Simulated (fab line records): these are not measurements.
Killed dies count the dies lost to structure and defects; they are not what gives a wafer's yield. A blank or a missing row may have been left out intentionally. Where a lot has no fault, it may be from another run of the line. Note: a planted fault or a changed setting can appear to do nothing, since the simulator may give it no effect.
8D (eight disciplines) problem report, filled in by code    flow sky130    the parts of the form that need people (team, actions taken, sign-off) are left out

## 1. THE PROBLEM
Wafers free of any fault read 90.4 nm (standard deviation 1) for PASSIVATION_CVD_00_THK at SKY_PASSIVATION_THK_MEAS_01, against a mean of 39.2 nm on 3 wafers of 2 lots. Relative to the usual mean, that is a shift of -51 standard deviations.
Earliest sighting: wafer L570.5 on film metro-02 at day 47 08:50. The record holds 30 wafers of 10 lots with a number at this step. Rule for "out" (also "out of limits"): further than 4 standard deviations from the usual mean. Any other wafer with a number is counted as sound.

## 2. WHAT IT IS, WHAT IT ISN'T
question                     is                            is not
which readings at this step  PASSIVATION_CVD_00_THK        -
which lots                   L570, L571                    L558, L559, L561, L566, L575, L579, L580, L581
which wafers of those lots   L570.5, L571.2, L571.5        L570.3, L570.4, L571.3
read on which gauges         film metro-02, film metro-03  film metro-01
when                         from day 47 08:50             up to then (14 sound wafers); but 13 sound wafers of L571, L575, L579, L580, L581 came after

## 3. SUSPECTS, AND WHAT RULES EACH OUT
Counting: a tool at a process step up to the reading stays a suspect if it ran every lot that is out. Sound lots after the first of them don't rule it out here, since some wafers of a struck lot are sound.
- the gauge at SKY_PASSIVATION_THK_MEAS_01 has been ruled out. Those wafers that are out were read across 2 gauges (film metro-02, film metro-03).
- cmp-02 at SKY_VIA4_CMP_21 (polishes, stops on SiO2, t overpolish 25 s, target thk 0 nm): kept. Every lot that is out went through it, the first being L570 (day 46 10:24); the last sound lot it ran before that was L566 (day 45 13:29).
- pecvd-02 at SKY_PASSIVATION_CVD_00 (deposits SiO2, target thk 90 nm): kept. Every lot that is out went through it, the first being L570 (day 47 08:47); the last sound lot it ran before that was L561 (day 45 06:37).
Left after counting: cmp-02 at SKY_VIA4_CMP_21, pecvd-02 at SKY_PASSIVATION_CVD_00.

## 4. THE CAUSE (what the simulator had put in)
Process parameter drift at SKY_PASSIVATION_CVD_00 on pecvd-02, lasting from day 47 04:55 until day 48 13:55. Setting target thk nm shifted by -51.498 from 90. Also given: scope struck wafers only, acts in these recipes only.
After counting, 2 suspects remain, this tool included.

## 5. SEQUENCE OF EFFECTS, ordered by route
One row per reading whose mean, taken over the struck wafers that have a number, lies over 3 standard deviations from the usual. Only readings whose record carries a usual standard deviation are examined. hours: median over the lots of the time between each lot's start at the first step of this table that gives one and its start at this step. sigmas: the change, counted in usual standard deviations.
hours  step                         reading                 usual       on struck wafers  change  sigmas
0      SKY_PASSIVATION_THK_MEAS_01  PASSIVATION_CVD_00_THK  90.4 nm     39.2              -51.2   -51
20     SKY_PASSIVATION_ETCH_11      oes product au          0.977 a.u.  0.935             -0.042  -5.9
38     SKY_PAD_OPEN_ETCH_07         oes product au          0.977 a.u.  0.931             -0.046  -6.5
The process steps in it:
- SKY_PASSIVATION_ETCH_11: etches the open film in CF4/O2, stops on AlCu, target depth 725 nm, time 161.1 s.
- SKY_PAD_OPEN_ETCH_07: etches the open film in CF4/O2, stops on AlCu, target depth 725 nm, time 161.1 s.

## 6. HOW IT WOULD HAVE BEEN CAUGHT EARLIER
Counted from the fault's start at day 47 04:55, it took 4 hours until the first out-of-limits reading at a measuring or inspecting step in this record, taken at day 47 08:50.
No tool reading at SKY_PASSIVATION_CVD_00 that has a usual standard deviation in the record was out on any struck wafer, so an alarm limit of 4 standard deviations on those readings would not have fired.
Among the 2 lots that are out, L571 began SKY_PASSIVATION_CVD_00 on pecvd-02 after day 47 08:50. Holding the tool at that time would have saved it.
